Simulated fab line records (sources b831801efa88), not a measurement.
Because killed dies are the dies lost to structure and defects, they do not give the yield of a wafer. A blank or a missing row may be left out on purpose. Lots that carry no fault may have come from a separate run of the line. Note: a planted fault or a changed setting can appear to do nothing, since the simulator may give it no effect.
fab line records	flow sky130
[record] lots = 5	wafers = 15	last_day = 50
route steps=708 shown LI_CONTACT@365 PAD_OPEN@708
lots untouched by any fault: they come from a run of this same line in which no faults occurred
start_h: hours from the record's first day to the start of the lot's first wafer shown	wait_h: how many hours have passed since the lot's step before this one	" the same as in the row above	L1.1+2: several wafers, shown together as one row	- value missing, or start not given	* or withheld: withheld	< > ~ a bound
route shown NAME@n: names a module that has steps shown in the file, with the first one's number in the route	usual: average and standard deviation across the fault-free wafers	same: alike in all rows	chamber/n: place in a boat	sites: readings site by site	_std_site: the standard deviation of these	_edge_site: outer sites' mean less inner sites'	radius_mm: how far each site lies from the wafer's centre	mask NAME#n: copy n	behind: tool/chamber where the wafer was last shaped	hold: cause of the lot's hold/its duration in hours/its outcome	device: transistor that didn't switch, given as n, p or np	end of line: the route-end tests of the same wafers	a step without rows: its recipe alone	killed: at the first sort, the dies lost to defects and structure; wafer yield is something else	map: the dies of a wafer, with x for killed, . for not killed, _ for no die there
set.NAME: the setting as run; set.NAME@STEP: as run at that earlier step	model.NAME: the simulator's own value behind a step, which no gauge read
certain route steps with their lots: each step a table, each wafer a row
services: from which hour (start_h, from the record's first day; less than 0 if before it) a tool's chamber was out of use, for how many hours, and why
[[steps]]
[step SKY_LI_CONTACT_BOW_MEAS_03]
[recipe] mode = bow
[usual] LI_CONTACT_BOW = 55/7.2
lot.wafer	tool	chamber	start_h	wait_h	LI_CONTACT_BOW[um]
L389.1	film_metro-03	-	719.70	0.1	66
L389.3	"	-	"	"	56
L389.4	"	-	"	"	63
L390.2	film_metro-02	-	732.63	0.2	53
L390.3	"	-	"	"	34
L390.6	"	-	"	"	50
L392.2	film_metro-01	-	746.14	0.1	46
L392.5	"	-	"	"	56
L392.6	"	-	"	"	60
L399.1	film_metro-03	-	792.67	0.2	47
L399.2	"	-	"	"	57
L399.6	"	-	"	"	63
L402.1	film_metro-01	-	817.80	0.1	57
L402.2	"	-	"	"	62
L402.3	"	-	"	"	56
[step SKY_LI_CONTACT_DEHYDRATE_04]
[recipe] temp_c = 200	time_s = 60
[step SKY_LI_CONTACT_HMDS_05]
[recipe] prime_time_s = 60	prime_temp_c = 120
[step SKY_LI_CONTACT_COAT_06]
[recipe] resist = BARC	temp_c = withheld	time_s = withheld	spin_rpm = 3000	resist_thk_nm = 60
[step SKY_LI_CONTACT_COAT_07]
[recipe] resist = KrF-thick	spin_rpm = 3000	resist_thk_nm = 450
[step SKY_LI_CONTACT_SOFTBAKE_08]
[recipe] temp_c = 100	time_s = 90	resist = KrF-thick
[step SKY_LI_CONTACT_EXPOSE_09]
[recipe] mask_id = LICM1	na = 0.8	source_shape = annular	sigma_inner = 0.55	sigma_outer = 0.85	target_cd_nm = 170	dose_mj = 38
[step SKY_LI_CONTACT_PEB_10]
[recipe] peb_temp_c = withheld	peb_time_s = withheld	resist = KrF-thick
[step SKY_LI_CONTACT_DEVELOP_11]
[recipe] develop_time_s = 60	resist = KrF-thick	dev_temp_c = 21
[step SKY_LI_CONTACT_CD_MEAS_12]
[recipe] target_cd_nm = 170
[usual] cd_nm = 170.3/1.4
lot.wafer	tool	chamber	start_h	wait_h	cd_nm
L389.1	cd_sem-01	-	747.64	-	169.7
L389.3	"	-	"	"	170.0
L389.4	"	-	"	"	170.4
L390.2	cd_sem-01	-	760.52	-	168.3
L390.3	"	-	"	"	169.9
L390.6	"	-	"	"	169.1
L392.2	cd_sem-02	-	773.26	-	171.9
L392.5	"	-	"	"	172.2
L392.6	"	-	"	"	171.0
L399.1	cd_sem-02	-	819.59	-	168.8
L399.2	"	-	"	"	168.6
L399.6	"	-	"	"	169.1
L402.1	cd_sem-02	-	843.49	-	168.7
L402.2	"	-	"	"	169.7
L402.3	"	-	"	"	168.6
[step SKY_LI_CONTACT_OVL_MEAS_13]
[usual] LI_CONTACT_OVL = 0/5.2
lot.wafer	tool	chamber	start_h	wait_h	LI_CONTACT_OVL[nm]
L389.1	overlay-02	-	747.76	0.1	-4
L389.3	"	-	"	"	2
L389.4	"	-	"	"	7
L390.2	overlay-02	-	760.63	0.1	-10
L390.3	"	-	"	"	-8
L390.6	"	-	"	"	-5
L392.2	overlay-02	-	773.37	0.1	2
L392.5	"	-	"	"	-5
L392.6	"	-	"	"	-2
L399.1	overlay-01	-	819.71	0.1	4
L399.2	"	-	"	"	1
L399.6	"	-	"	"	2
L402.1	overlay-02	-	843.61	0.1	6
L402.2	"	-	"	"	4
L402.3	"	-	"	"	4
[step SKY_LI_CONTACT_ETCH_14]
[recipe] chemistry = N2/H2	target = BARC	ion_energy_ev = 200	source_w = 500	bias_w = 100	pressure_mtorr = 30	n2_flow_sccm = 100	h2_flow_sccm = 200	stop_on = SiO2	time_s = 45.9	target_depth_a = 600
[usual] drypump_motor_current_A = 5.9/0.46	oes_product_au = 0.854/0.0046	throttle_valve_pct = 13.225/0.0086
lot.wafer	tool	chamber	start_h	wait_h	drypump_motor_current_A	oes_product_au	rf_hours_counter_h	throttle_valve_pct
L389.1	rie_diel-04	1	747.79	0.0	5.9	0.858	16	13.245
L389.3	"	2	"	"	5.8	0.853	26	13.222
L389.4	"	0	"	"	5.1	0.863	13	13.206
L390.2	rie_diel-03	3	760.66	0.0	6.4	0.854	13	13.235
L390.3	"	0	"	"	6.4	0.864	15	13.217
L390.6	"	0	"	"	6.4	0.865	-	13.234
L392.2	rie_diel-03	2	773.40	0.0	6.3	0.853	15	13.216
L392.5	"	1	"	"	5.1	0.853	-	13.229
L392.6	"	0	"	"	6.4	0.853	-	13.215
L399.1	rie_diel-04	1	819.74	0.0	5.9	0.853	18	13.231
L399.2	"	2	"	"	5.8	0.854	28	13.225
L399.6	"	2	"	"	5.8	0.858	-	13.234
L402.1	rie_diel-04	0	843.65	0.0	5.1	0.851	15	13.230
L402.2	"	1	"	"	5.9	0.852	19	13.241
L402.3	"	3	"	"	6.5	0.856	9	13.211
[step SKY_LI_CONTACT_ETCH_15]
[recipe] target = PSG	chemistry = C4F8/O2/Ar	stop_on = Si	taper_deg = 4.15	mask_material = KrF-thick	source_w = 1500	bias_w = 1163	pressure_mtorr = 40	c4f8_flow_sccm = withheld	O2_flow_sccm = 6	Ar_flow_sccm = 300	time_s = withheld	target_depth_a = 6000
[usual] oes_product_au = 0.838/0.0045
lot.wafer	tool	chamber	start_h	wait_h	oes_product_au	model.KrF-thick_of_LI_CONTACT_COAT_07.thk_nm
L389.1	rie_diel-04	1	747.84	0.0	0.838	232.3
L389.3	"	2	"	"	0.832	232.5
L389.4	"	0	"	"	0.839	233.3
L390.2	rie_diel-03	3	760.70	0.0	0.839	233.2
L390.3	"	0	"	"	0.840	232.4
L390.6	"	0	"	"	0.838	231.8
L392.2	rie_diel-03	2	773.44	0.0	0.837	235.6
L392.5	"	1	"	"	0.837	232.5
L392.6	"	0	"	"	0.840	270.6
L399.1	rie_diel-04	1	819.81	0.0	0.831	229.7
L399.2	"	2	"	"	0.836	230.6
L399.6	"	2	"	"	0.839	231.3
L402.1	rie_diel-04	0	843.69	0.0	0.830	231.2
L402.2	"	1	"	"	0.836	230.5
L402.3	"	3	"	"	0.830	229.4
[step SKY_LI_CONTACT_STRIP_16]
[recipe] chemistry = O2/N2	power_w = 1400	pressure_mtorr = 1500	platen_temp_c = withheld	o2_flow_sccm = 3000	n2_flow_sccm = 300	overash_fraction = 0.5
[usual] drypump_motor_current_A = 5.5/0.39	oes_product_au = 0.376/0.0049	strip_time_to_endpoint_s = 3.500/0.023
lot.wafer	tool	chamber	start_h	wait_h	drypump_motor_current_A	oes_product_au	rf_hours_counter_h	strip_time_to_endpoint_s
L389.1	plasma_asher-01	1	747.92	-	5.2	0.386	90	3.502
L389.3	"	0	"	"	5.1	0.381	-	3.508
L389.4	"	1	"	"	5.1	0.384	-	3.502
L390.2	plasma_asher-01	0	760.78	-	5.1	0.374	91	3.512
L390.3	"	0	"	"	5.1	0.375	-	3.505
L390.6	"	1	"	"	5.1	0.371	-	3.497
L392.2	plasma_asher-01	0	773.53	-	5.1	0.382	93	3.532
L392.5	"	0	"	"	5.1	0.378	-	3.506
L392.6	"	1	"	"	5.1	0.400	-	3.922
L399.1	plasma_asher-03	0	819.94	-	5.8	0.375	72	3.480
L399.2	"	1	"	"	5.4	0.369	72	3.490
L399.6	"	1	"	"	5.4	0.369	-	3.492
L402.1	plasma_asher-01	1	843.78	-	5.2	0.371	99	3.484
L402.2	"	0	"	"	5.1	0.368	99	3.471
L402.3	"	0	"	"	5.1	0.377	-	3.480
[step SKY_LI_CONTACT_CLEAN_17]
[recipe] chemistry = NMP	time_s = 600	temp_c = 60	dry = n2_spin
[step SKY_PAD_OPEN_PROBE_99]
lot.wafer	tool	chamber	start_h	wait_h	model.etest.pfet_01v8.r_on_ohm_um	model.etest.licon_pdiff.rc_ohm	model.etest.pfet_g5v0d10v5.r_on_ohm_um	model.etest.nfet_g5v0d10v5.r_on_ohm_um	model.etest.nfet_01v8.r_on_ohm_um	model.etest.licon_ndiff.rc_ohm	model.etest.sonos_uncharged.r_on_ohm_um	model.etest.licon_high_po.rc_ohm
L389.1	prober-02	-	1128.25	0.1	2898	596.1	4649	1836	829.7	183.6	786.5	351.8
L389.3	prober-02	-	1128.35	0.2	2953	598.1	4710	1863	839.9	190.7	805.7	362.9
L389.4	prober-02	-	1128.40	0.2	2894	586.6	4666	1827	838.8	191.6	795.3	363.8
L390.2	prober-01	-	1135.19	0.1	2943	591.5	4861	1897	839.6	183.2	802.5	360.6
L390.3	prober-01	-	1135.24	0.2	3011	590.9	4897	1926	834.5	181.4	808.1	364.2
L390.6	prober-01	-	1135.39	0.3	3004	580.6	4864	1912	838	185.5	810.6	364.9
L392.2	prober-02	-	1144.63	0.1	2859	588.5	4684	1912	815.2	184.9	794	349.5
L392.5	prober-02	-	1144.78	0.2	2896	571.5	4716	1899	828.7	174.2	788.5	361.6
L392.6	prober-02	-	1144.83	0.2	2980	686.3	4729	1948	892.2	240.5	841.9	413.9
L399.1	prober-01	-	1176.29	0.1	2870	565.6	4860	1912	825.9	179.6	782.3	355.7
L399.2	prober-01	-	1176.34	0.1	2867	585.2	4806	1938	831.4	184.3	790.7	336.9
L399.6	prober-01	-	1176.54	0.2	2877	602.4	4809	1904	824.8	182.8	787.6	349.5
L402.1	prober-01	-	1193.04	0.1	2950	598.3	4840	1872	861.9	190.7	811.5	337.9
L402.2	prober-01	-	1193.09	0.1	2902	593.3	4820	1878	836	182.3	785.6	360.7
L402.3	prober-01	-	1193.14	0.2	2913	609	4787	1888	847.6	182.1	796.6	354.4
// killed by level:class
L389.1 CONTACT:geometric_particle:open=11 VIA3:geometric_particle:open=11 VIA1:geometric_particle:open=10 VIA2:geometric_particle:open=8 LI_CONTACT:geometric_particle:open=7 FIELD_ISO:geometric_particle:short=5 VIA1:geometric_particle:short=5 METAL1:geometric_particle:short=4
L389.3 VIA1:geometric_particle:open=9 POLY_GATE:geometric_particle:open=6 LI_CONTACT:geometric_particle:open=6 CONTACT:geometric_particle:open=6 VIA2:geometric_particle:open=5 VIA3:geometric_particle:short=5 METAL1:geometric_particle:short=4 METAL2:geometric_particle:short=4
L389.4 VIA1:geometric_particle:open=13 VIA2:geometric_particle:open=10 CONTACT:geometric_particle:open=7 POLY_GATE:geometric_particle:short=5 METAL1:geometric_particle:short=5 VIA3:geometric_particle:open=5 FIELD_ISO:geometric_particle:short=4 METAL2:geometric_particle:short=4
L390.2 LI_CONTACT:geometric_particle:open=8 CONTACT:geometric_particle:open=6 CONTACT:geometric_particle:short=6 VIA2:geometric_particle:short=6 VIA3:geometric_particle:open=6 POLY_GATE:geometric_particle:open=5 VIA1:geometric_particle:open=5 VIA2:geometric_particle:open=4
L390.3 LI_CONTACT:geometric_particle:open=14 VIA1:geometric_particle:open=10 CONTACT:geometric_particle:open=9 FIELD_ISO:geometric_particle:open=7 VIA2:geometric_particle:open=7 POLY_GATE:geometric_particle:short=6 POLY_GATE:geometric_particle:open=5 FIELD_ISO:geometric_particle:short=4
L390.6 VIA1:geometric_particle:open=14 METAL2:geometric_particle:short=8 LI_CONTACT:geometric_particle:short=5 LI_CONTACT:geometric_particle:open=5 CONTACT:geometric_particle:open=5 VIA3:geometric_particle:open=5 POLY_GATE:geometric_particle:open=4 CONTACT:geometric_particle:short=4
L399.1 VIA1:geometric_particle:open=18 VIA3:geometric_particle:open=10 VIA2:geometric_particle:open=9 METAL1:geometric_particle:short=8 CONTACT:geometric_particle:open=6 CONTACT:geometric_particle:short=6 VIA1:geometric_particle:short=6 LI_CONTACT:geometric_particle:open=5
L399.2 CONTACT:geometric_particle:open=13 METAL1:geometric_particle:short=8 CONTACT:geometric_particle:short=8 METAL2:geometric_particle:short=7 VIA1:geometric_particle:open=7 POLY_GATE:geometric_particle:open=6 VIA2:geometric_particle:open=6 POLY_GATE:geometric_particle:short=5
L399.6 VIA1:geometric_particle:open=15 FIELD_ISO:geometric_particle:short=8 FIELD_ISO:geometric_particle:open=7 METAL2:geometric_particle:short=6 VIA2:geometric_particle:open=6 VIA1:geometric_particle:short=3 METAL1:geometric_particle:short=3 VIA2:geometric_particle:short=3
L402.1 CONTACT:geometric_particle:open=11 VIA1:geometric_particle:open=9 METAL2:geometric_particle:short=7 LI_CONTACT:geometric_particle:open=6 FIELD_ISO:geometric_particle:open=5 VIA3:geometric_particle:open=5 METAL4:geometric_particle:short=5 METAL1:geometric_particle:short=4
L402.2 CONTACT:geometric_particle:open=11 LI_CONTACT:geometric_particle:open=9 VIA3:geometric_particle:open=8 VIA1:geometric_particle:open=6 LI_CONTACT:geometric_particle:short=4 VIA2:geometric_particle:short=4 POLY_GATE:geometric_particle:open=3 METAL3:geometric_particle:short=3
L402.3 VIA3:geometric_particle:open=10 VIA1:geometric_particle:open=7 LOCAL_INTERCONNECT:geometric_particle:short=6 METAL2:geometric_particle:short=6 LI_CONTACT:geometric_particle:open=5 CONTACT:geometric_particle:open=5 VIA1:geometric_particle:short=4 VIA2:geometric_particle:open=4
[[services]]
tool	chamber	start_h	hours	kind
rie_diel-04	2	724.15	22.0	repair
rie_diel-03	1	775.30	7.5	repair
rie_diel-04	3	805.82	22.8	repair
rie_diel-04	0	810.61	20.6	repair
rie_diel-03	-	817.39	2.8	pm
rie_diel-04	-	829.56	4.3	pm
rie_diel-04	2	833.89	-	clean
rie_diel-04	2	833.89	13.8	scheduled_down
rie_diel-04	2	833.89	13.8	vent_cycle
plasma_asher-01	-	837.53	0.8	repair
[[key]]
[first_sign] step = SKY_LI_CONTACT_STRIP_16	reading = strip_time_to_endpoint_s	direction = up	sigmas = 18	usual = *	struck = *
[effect] step = SKY_LI_CONTACT_STRIP_16	reading = oes_product_au	direction = up	sigmas = 4.9	usual = 0.376	struck = 0.400
[model_effect] step = SKY_LI_CONTACT_ETCH_15	value = KrF-thick_of_LI_CONTACT_COAT_07.thk_nm	without = 235.4	struck = 270.6
[model_effect] step = SKY_PAD_OPEN_PROBE_99	value = etest.pfet_01v8.r_on_ohm_um	without = 2850	struck = 2980
met_at SKY_LI_CONTACT_ETCH_15
struck_wafers L392.6
sort_left_out L392.6
tester_left_out L392
onset_between 760.70 773.44
[fault] kind = process_parameter_drift	tool = rie_diel-03	chamber = 0	onset_h = 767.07	steps = SKY_LI_CONTACT_ETCH_15	channel = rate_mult	offset = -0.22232	shape = step	end_h = 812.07
// tester_left_out: of these lots the tester's yield and bins aren't shown, on N5 and GAA mostly nor the transistor test; their killed dies are dies lost to structure and defects alone, not to doping, threshold or leakage, so they don't give the yield
// sort_left_out: the simulated sort isn't trusted on such a fault, so these wafers' sort isn't shown, and their yield isn't known
